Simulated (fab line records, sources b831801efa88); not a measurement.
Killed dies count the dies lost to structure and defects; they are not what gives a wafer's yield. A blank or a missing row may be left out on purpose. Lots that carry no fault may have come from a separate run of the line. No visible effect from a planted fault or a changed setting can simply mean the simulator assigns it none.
The tool behind it: which one? / flow gf180mcu / Sampling: 24 lots, 72 wafers, 5 of 602 route steps

== WHAT EACH GAUGE READ, for each wafer ==
GF_V2_OVL_MEAS_15.
lot=L074; measured=day 20 00:25; on=overlay-01; V2_OVL (nm)=-1 2 -2
lot=L075; measured=day 20 15:38; on=overlay-02; V2_OVL (nm)=-4 -3 -7
lot=L076; measured=day 20 23:34; on=overlay-02; V2_OVL (nm)=-4 -9 -5
lot=L077; measured=day 21 06:49; on=overlay-01; V2_OVL (nm)=-2 0 7
lot=L078; measured=day 21 11:19; on=overlay-01; V2_OVL (nm)=-11 -16 -11
lot=L079; measured=day 22 07:23; on=overlay-01; V2_OVL (nm)=-1 -3 1
lot=L080; measured=day 22 10:02; on=overlay-02; V2_OVL (nm)=-7 -6 -6
lot=L081; measured=day 22 18:50; on=overlay-01; V2_OVL (nm)=-13 -2 -5
lot=L082; measured=day 23 05:45; on=overlay-02; V2_OVL (nm)=-2 -6 -5
lot=L083; measured=day 23 15:20; on=overlay-02; V2_OVL (nm)=6 -1 -2
lot=L084; measured=day 24 00:40; on=overlay-02; V2_OVL (nm)=-8 0 -4
lot=L085; measured=day 24 10:03; on=overlay-02; V2_OVL (nm)=-7 -8 -6
lot=L086; measured=day 24 13:34; on=overlay-02; V2_OVL (nm)=-6 -9 -12
lot=L087; measured=day 25 06:19; on=overlay-02; V2_OVL (nm)=-2 -10 -6
lot=L088; measured=day 25 13:43; on=overlay-01; V2_OVL (nm)=-4 -4 -7
lot=L089; measured=day 25 19:20; on=overlay-01; V2_OVL (nm)=4 2 4
lot=L090; measured=day 26 00:44; on=overlay-01; V2_OVL (nm)=0 -8 -1
lot=L091; measured=day 26 09:09; on=overlay-01; V2_OVL (nm)=0 -2 4
lot=L092; measured=day 26 20:34; on=overlay-02; V2_OVL (nm)=-4 -14 -10
lot=L093; measured=day 27 00:52; on=overlay-01; V2_OVL (nm)=5 0 -2
lot=L094; measured=day 27 10:09; on=overlay-01; V2_OVL (nm)=3 1 3
lot=L095; measured=day 27 12:54; on=overlay-02; V2_OVL (nm)=6 0 0
lot=L096; measured=day 27 15:47; on=overlay-02; V2_OVL (nm)=6 -7 0
lot=L097; measured=day 27 22:19; on=overlay-01; V2_OVL (nm)=-16 -16 -17

GF_V4_CD_MEAS_14 targets a cd of 260 nm.
lot=L074; measured=day 24 05:20; on=cd-sem-01; cd-nm (nm)=259.5 258.3 258.8
lot=L075; measured=day 24 18:43; on=cd-sem-02; cd-nm (nm)=259.4 259.9 259.8
lot=L076; measured=day 25 02:16; on=cd-sem-02; cd-nm (nm)=259.5 258.7 259.5
lot=L077; measured=day 25 07:40; on=cd-sem-01; cd-nm (nm)=260.0 259.0 260.6
lot=L078; measured=day 25 11:43; on=cd-sem-02; cd-nm (nm)=260.9 261.2 263.3
lot=L079; measured=day 26 04:52; on=cd-sem-02; cd-nm (nm)=260.9 261.5 261.8
lot=L080; measured=day 26 08:59; on=cd-sem-01; cd-nm (nm)=261.1 260.3 259.9
lot=L081; measured=day 26 16:51; on=cd-sem-01; cd-nm (nm)=259.6 259.6 259.7
lot=L082; measured=day 27 02:44; on=cd-sem-02; cd-nm (nm)=258.4 258.3 258.6
lot=L083; measured=day 27 11:48; on=cd-sem-01; cd-nm (nm)=261.7 262.4 262.4
lot=L084; measured=day 27 18:08; on=cd-sem-02; cd-nm (nm)=257.9 258.5 258.3
lot=L085; measured=day 28 03:12; on=cd-sem-02; cd-nm (nm)=261.9 261.6 262.9
lot=L086; measured=day 28 07:35; on=cd-sem-01; cd-nm (nm)=261.9 260.5 261.1
lot=L087; measured=day 28 21:44; on=cd-sem-01; cd-nm (nm)=259.9 259.8 260.0
lot=L088; measured=day 29 04:46; on=cd-sem-01; cd-nm (nm)=260.4 260.0 260.4
lot=L089; measured=day 29 09:52; on=cd-sem-02; cd-nm (nm)=260.5 261.7 259.0
lot=L090; measured=day 29 13:53; on=cd-sem-01; cd-nm (nm)=261.2 259.4 260.1
lot=L091; measured=day 29 23:16; on=cd-sem-02; cd-nm (nm)=259.8 259.9 259.5
lot=L092; measured=day 30 08:07; on=cd-sem-01; cd-nm (nm)=259.8 260.5 258.7
lot=L093; measured=day 30 12:33; on=cd-sem-01; cd-nm (nm)=260.2 261.7 260.4
lot=L094; measured=day 30 21:51; on=cd-sem-01; cd-nm (nm)=258.9 259.2 259.1
lot=L095; measured=day 30 22:44; on=cd-sem-01; cd-nm (nm)=259.2 260.3 259.7
lot=L096; measured=day 31 01:13; on=cd-sem-02; cd-nm (nm)=262.5 263.0 260.9
lot=L097; measured=day 31 06:04; on=cd-sem-01; cd-nm (nm)=259.4 259.7 260.7

== EACH LOT AND THE TOOL THAT RAN IT (in order: tool; ch and the chambers of the sampled wafers; start) ==
lot=L074; GF_V1_SPUTTER_22=pvd-sputter-02, day 17 21:49; GF_V2_SPUTTER_21=pvd-sputter-02, day 20 01:05; GF_M4_SPUTTER_04=pvd-sputter-02, day 22 05:38
lot=L075; GF_V1_SPUTTER_22=pvd-sputter-01, day 18 12:46; GF_V2_SPUTTER_21=pvd-sputter-04, day 20 16:19; GF_M4_SPUTTER_04=pvd-sputter-02, day 22 20:04
lot=L076; GF_V1_SPUTTER_22=pvd-sputter-03, day 18 21:38; GF_V2_SPUTTER_21=pvd-sputter-02, day 21 00:16; GF_M4_SPUTTER_04=pvd-sputter-04, day 23 03:13
lot=L077; GF_V1_SPUTTER_22=pvd-sputter-02, day 19 03:58; GF_V2_SPUTTER_21=pvd-sputter-03, day 21 07:33; GF_M4_SPUTTER_04=pvd-sputter-04, day 23 10:05
lot=L078; GF_V1_SPUTTER_22=pvd-sputter-02, day 19 08:31; GF_V2_SPUTTER_21=pvd-sputter-04, day 21 12:00; GF_M4_SPUTTER_04=pvd-sputter-04, day 23 14:22
lot=L079; GF_V1_SPUTTER_22=pvd-sputter-03, day 20 05:25; GF_V2_SPUTTER_21=pvd-sputter-02, day 22 08:05; GF_M4_SPUTTER_04=pvd-sputter-04, day 24 09:08
lot=L080; GF_V1_SPUTTER_22=pvd-sputter-02, day 20 08:07; GF_V2_SPUTTER_21=pvd-sputter-03, day 22 10:44; GF_M4_SPUTTER_04=pvd-sputter-02, day 24 12:05
lot=L081; GF_V1_SPUTTER_22=pvd-sputter-02, day 20 16:55; GF_V2_SPUTTER_21=pvd-sputter-03, day 22 19:53; GF_M4_SPUTTER_04=pvd-sputter-02, day 24 21:08
lot=L082; GF_V1_SPUTTER_22=pvd-sputter-03, day 21 04:10; GF_V2_SPUTTER_21=pvd-sputter-04, day 23 06:26; GF_M4_SPUTTER_04=pvd-sputter-04, day 25 07:24
lot=L083; GF_V1_SPUTTER_22=pvd-sputter-02, day 21 14:27; GF_V2_SPUTTER_21=pvd-sputter-02, day 23 16:08; GF_M4_SPUTTER_04=pvd-sputter-01, day 25 17:07
lot=L084; GF_V1_SPUTTER_22=pvd-sputter-02, day 22 00:10; GF_V2_SPUTTER_21=pvd-sputter-03, day 24 01:22; GF_M4_SPUTTER_04=pvd-sputter-02, day 26 00:16
lot=L085; GF_V1_SPUTTER_22=pvd-sputter-02, day 22 10:31; GF_V2_SPUTTER_21=pvd-sputter-03, day 24 10:47; GF_M4_SPUTTER_04=pvd-sputter-01, day 26 10:02
lot=L086; GF_V1_SPUTTER_22=pvd-sputter-01, day 22 14:05; GF_V2_SPUTTER_21=pvd-sputter-02, day 24 14:19; GF_M4_SPUTTER_04=pvd-sputter-02, day 26 12:55
lot=L087; GF_V1_SPUTTER_22=pvd-sputter-03, day 23 06:50; GF_V2_SPUTTER_21=pvd-sputter-03, day 25 07:01; GF_M4_SPUTTER_04=pvd-sputter-04, day 27 05:08
lot=L088; GF_V1_SPUTTER_22=pvd-sputter-03, day 23 15:55; GF_V2_SPUTTER_21=pvd-sputter-04, day 25 14:25; GF_M4_SPUTTER_04=pvd-sputter-04, day 27 12:16
lot=L089; GF_V1_SPUTTER_22=pvd-sputter-01, day 23 20:58; GF_V2_SPUTTER_21=pvd-sputter-02, day 25 20:04; GF_M4_SPUTTER_04=pvd-sputter-02, day 27 17:59
lot=L090; GF_V1_SPUTTER_22=pvd-sputter-02, day 24 03:18; GF_V2_SPUTTER_21=pvd-sputter-03, day 26 01:28; GF_M4_SPUTTER_04=pvd-sputter-01, day 27 21:42
lot=L091; GF_V1_SPUTTER_22=pvd-sputter-01, day 24 12:08; GF_V2_SPUTTER_21=pvd-sputter-02, day 26 09:50; GF_M4_SPUTTER_04=pvd-sputter-01, day 28 07:26
lot=L092; GF_V1_SPUTTER_22=pvd-sputter-02, day 25 01:22; GF_V2_SPUTTER_21=pvd-sputter-04, day 26 21:20; GF_M4_SPUTTER_04=pvd-sputter-01, day 28 16:34
lot=L093; GF_V1_SPUTTER_22=pvd-sputter-02, day 25 04:43; GF_V2_SPUTTER_21=pvd-sputter-04, day 27 02:35; GF_M4_SPUTTER_04=pvd-sputter-04, day 28 21:41
lot=L094; GF_V1_SPUTTER_22=pvd-sputter-02, day 25 14:10; GF_V2_SPUTTER_21=pvd-sputter-02, day 27 11:31; GF_M4_SPUTTER_04=pvd-sputter-02, day 29 06:53
lot=L095; GF_V1_SPUTTER_22=pvd-sputter-03, day 25 18:25; GF_V2_SPUTTER_21=pvd-sputter-04, day 27 14:11; GF_M4_SPUTTER_04=pvd-sputter-01, day 29 08:20
lot=L096; GF_V1_SPUTTER_22=pvd-sputter-03, day 25 19:46; GF_V2_SPUTTER_21=pvd-sputter-03, day 27 16:38; GF_M4_SPUTTER_04=pvd-sputter-04, day 29 10:58
lot=L097; GF_V1_SPUTTER_22=pvd-sputter-02, day 26 04:39; GF_V2_SPUTTER_21=pvd-sputter-04, day 27 23:03; GF_M4_SPUTTER_04=pvd-sputter-02, day 29 17:02
- GF_V1_SPUTTER_22: material TiN, target thk 10 nm, time 40 s.
- GF_V2_SPUTTER_21: material Ti, target thk 15 nm, time 80.02 s.
- GF_M4_SPUTTER_04: material TiN, target thk 50 nm, time 41.7 s.

== WHAT THE TOOLS THEMSELVES READ (means of the sampled wafers that have a number; where no wafer has one, the mark that the record gives instead) ==
GF_V1_SPUTTER_22.
lot=L074; tool=pvd-sputter-02; throttle-valve-pct (%)=29.6
lot=L075; tool=pvd-sputter-01; throttle-valve-pct (%)=30.7
lot=L076; tool=pvd-sputter-03; throttle-valve-pct (%)=30.2
lot=L077; tool=pvd-sputter-02; throttle-valve-pct (%)=29.4
lot=L078; tool=pvd-sputter-02; throttle-valve-pct (%)=29.2
lot=L079; tool=pvd-sputter-03; throttle-valve-pct (%)=30.6
lot=L080; tool=pvd-sputter-02; throttle-valve-pct (%)=29.4
lot=L081; tool=pvd-sputter-02; throttle-valve-pct (%)=30.0
lot=L082; tool=pvd-sputter-03; throttle-valve-pct (%)=29.6
lot=L083; tool=pvd-sputter-02; throttle-valve-pct (%)=29.7
lot=L084; tool=pvd-sputter-02; throttle-valve-pct (%)=29.6
lot=L085; tool=pvd-sputter-02; throttle-valve-pct (%)=29.9
lot=L086; tool=pvd-sputter-01; throttle-valve-pct (%)=31.4
lot=L087; tool=pvd-sputter-03; throttle-valve-pct (%)=29.8
lot=L088; tool=pvd-sputter-03; throttle-valve-pct (%)=30.4
lot=L089; tool=pvd-sputter-01; throttle-valve-pct (%)=31.3
lot=L090; tool=pvd-sputter-02; throttle-valve-pct (%)=29.6
lot=L091; tool=pvd-sputter-01; throttle-valve-pct (%)=31.2
lot=L092; tool=pvd-sputter-02; throttle-valve-pct (%)=29.4
lot=L093; tool=pvd-sputter-02; throttle-valve-pct (%)=30.0
lot=L094; tool=pvd-sputter-02; throttle-valve-pct (%)=29.2
lot=L095; tool=pvd-sputter-03; throttle-valve-pct (%)=30.1
lot=L096; tool=pvd-sputter-03; throttle-valve-pct (%)=30.2
lot=L097; tool=pvd-sputter-02; throttle-valve-pct (%)=29.4

GF_V2_SPUTTER_21.
lot=L074; tool=pvd-sputter-02; throttle-valve-pct (%)=29.8
lot=L075; tool=pvd-sputter-04; throttle-valve-pct (%)=30.3
lot=L076; tool=pvd-sputter-02; throttle-valve-pct (%)=29.8
lot=L077; tool=pvd-sputter-03; throttle-valve-pct (%)=30.4
lot=L078; tool=pvd-sputter-04; throttle-valve-pct (%)=30.4
lot=L079; tool=pvd-sputter-02; throttle-valve-pct (%)=29.9
lot=L080; tool=pvd-sputter-03; throttle-valve-pct (%)=30.5
lot=L081; tool=pvd-sputter-03; throttle-valve-pct (%)=29.7
lot=L082; tool=pvd-sputter-04; throttle-valve-pct (%)=30.5
lot=L083; tool=pvd-sputter-02; throttle-valve-pct (%)=29.3
lot=L084; tool=pvd-sputter-03; throttle-valve-pct (%)=30.3
lot=L085; tool=pvd-sputter-03; throttle-valve-pct (%)=30.3
lot=L086; tool=pvd-sputter-02; throttle-valve-pct (%)=30.0
lot=L087; tool=pvd-sputter-03; throttle-valve-pct (%)=30.2
lot=L088; tool=pvd-sputter-04; throttle-valve-pct (%)=29.8
lot=L089; tool=pvd-sputter-02; throttle-valve-pct (%)=30.2
lot=L090; tool=pvd-sputter-03; throttle-valve-pct (%)=30.2
lot=L091; tool=pvd-sputter-02; throttle-valve-pct (%)=30.0
lot=L092; tool=pvd-sputter-04; throttle-valve-pct (%)=29.8
lot=L093; tool=pvd-sputter-04; throttle-valve-pct (%)=29.8
lot=L094; tool=pvd-sputter-02; throttle-valve-pct (%)=29.7
lot=L095; tool=pvd-sputter-04; throttle-valve-pct (%)=29.9
lot=L096; tool=pvd-sputter-03; throttle-valve-pct (%)=30.3
lot=L097; tool=pvd-sputter-04; throttle-valve-pct (%)=30.2

GF_M4_SPUTTER_04.
lot=L074; tool=pvd-sputter-02; throttle-valve-pct (%)=29.9
lot=L075; tool=pvd-sputter-02; throttle-valve-pct (%)=30.0
lot=L076; tool=pvd-sputter-04; throttle-valve-pct (%)=30.0
lot=L077; tool=pvd-sputter-04; throttle-valve-pct (%)=30.1
lot=L078; tool=pvd-sputter-04; throttle-valve-pct (%)=31.0
lot=L079; tool=pvd-sputter-04; throttle-valve-pct (%)=30.4
lot=L080; tool=pvd-sputter-02; throttle-valve-pct (%)=29.5
lot=L081; tool=pvd-sputter-02; throttle-valve-pct (%)=29.9
lot=L082; tool=pvd-sputter-04; throttle-valve-pct (%)=29.8
lot=L083; tool=pvd-sputter-01; throttle-valve-pct (%)=31.9
lot=L084; tool=pvd-sputter-02; throttle-valve-pct (%)=29.7
lot=L085; tool=pvd-sputter-01; throttle-valve-pct (%)=30.3
lot=L086; tool=pvd-sputter-02; throttle-valve-pct (%)=29.7
lot=L087; tool=pvd-sputter-04; throttle-valve-pct (%)=30.4
lot=L088; tool=pvd-sputter-04; throttle-valve-pct (%)=30.0
lot=L089; tool=pvd-sputter-02; throttle-valve-pct (%)=30.1
lot=L090; tool=pvd-sputter-01; throttle-valve-pct (%)=30.5
lot=L091; tool=pvd-sputter-01; throttle-valve-pct (%)=31.7
lot=L092; tool=pvd-sputter-01; throttle-valve-pct (%)=31.3
lot=L093; tool=pvd-sputter-04; throttle-valve-pct (%)=29.8
lot=L094; tool=pvd-sputter-02; throttle-valve-pct (%)=29.5
lot=L095; tool=pvd-sputter-01; throttle-valve-pct (%)=30.5
lot=L096; tool=pvd-sputter-04; throttle-valve-pct (%)=30.0
lot=L097; tool=pvd-sputter-02; throttle-valve-pct (%)=30.0

== THE ANSWER, worked out from the rows above alone ==
Rule: the lots themselves supply what counts as usual. The widest of any qualifying gaps counts: lots, ordered by their means at a reading, are off when they make up no more than a third of the lots, leave a main group of 4 or more, and stand apart from it by 3 or more times the standard deviation of that group's means. Not used: any main group whose means are identical at the precision the tables above print for the reading. A lot without any number at a reading at which 4 lots or more have one is off too. The other lots that the step has rows for count as sound. The gauges are gone through in route order, then the tools' own readings, and for those a lot's mean is taken as printed above. The first step at which some lot is off is used, and at that step the reading that is off furthest; a lot without a number counts as furthest.
Nothing can be told from this: no lot is off at any reading shown.

== WHAT THE SIMULATOR PUT IN ==
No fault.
